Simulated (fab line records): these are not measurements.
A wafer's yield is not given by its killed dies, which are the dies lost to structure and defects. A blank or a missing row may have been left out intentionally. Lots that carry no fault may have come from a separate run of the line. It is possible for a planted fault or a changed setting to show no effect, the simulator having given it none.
2 desks looking at one fault | flow gf180mcu | every desk sees just its own numbers, and what lay behind them comes last

## FROM THE METROLOGY DESK
What the gauges read for every lot (on any tool): the sampled wafers with a number, averaged. The brackets show how far a lot's mean lies from the usual mean; more than 4 standard deviations puts the lot out of limits, marked OUT.
Columns: A = NSD_RS at GF_PSD_RS_MEAS_14, usual 46.14 ohm/sq; B = PSD_RS at GF_PSD_RS_MEAS_15, usual 108.56 ohm/sq; C = SAB_CVD_00_THK at GF_SAB_THK_MEAS_01, usual 50.1 nm; D = cd-nm at GF_SAB_CD_MEAS_09, usual 419.8 nm
lot  | first seen here | A     | B      | C    | D
L115 | day 14 11:25    | 46.17 | 108.49 | 50.0 | 422.5
L116 | day 14 19:14    | 46.11 | 108.42 | 50.7 | 419.1
L124 | day 17 19:33    | 46.09 | 108.47 | 50.2 | 417.6
L125 | day 18 03:47    | 46.16 | 108.82 | 50.0 | 414.3
L136 | day 21 18:30    | 46.03 | 108.22 | 50.9 | 419.7
L137 | day 22 15:20    | 46.18 | 108.75 | 50.6 | 420.8
Result from this desk: across the 6 lots, nothing is out of limits.

## AT THE TOOL OWNER'S DESK: litho-track-02
The tool's own readings at GF_SAB_DEVELOP_08 (develop time 60 s): means of the sampled wafers that have a number, for each lot that ran on this tool. The brackets show how far a lot's mean lies from the usual mean; more than 4 standard deviations puts the lot out of limits, marked OUT.
Columns: A = developer-temp-C at GF_SAB_DEVELOP_08, usual 22.98 C; B = exhaust-pa at GF_SAB_DEVELOP_08, usual 44.9 Pa
lot  | first seen here | A                | B
L115 | day 15 08:45    | 23.10            | 45.7
L124 | day 18 19:27    | 22.24 (-6.8) OUT | 44.1
L125 | day 19 03:23    | 22.25 (-6.6) OUT | 45.0
This desk's finding: out of limits on L124, L125; first on L124, day 18 19:27 (developer-temp-C at GF_SAB_DEVELOP_08). Within limits: L115.

## TAKEN TOGETHER
On L124, L125, at day 18 19:27, an alarm was possible from the tool owner's desk.
From the metrology desk's view, nothing was out of limits.
The metrology desk has L124, L125 on record, within its limits.
GF_SAB_DEVELOP_08 was run on litho-track-02 by each of the lots named.

## WHAT THE SIMULATOR PUT IN
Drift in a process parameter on litho-track-02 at GF_SAB_DEVELOP_08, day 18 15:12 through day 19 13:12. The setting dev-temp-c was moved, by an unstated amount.
Struck lots among those shown: L124, L125.
How many hours passed from the start of the fault until each desk's first out-of-limits reading: the tool owner's desk, 4.
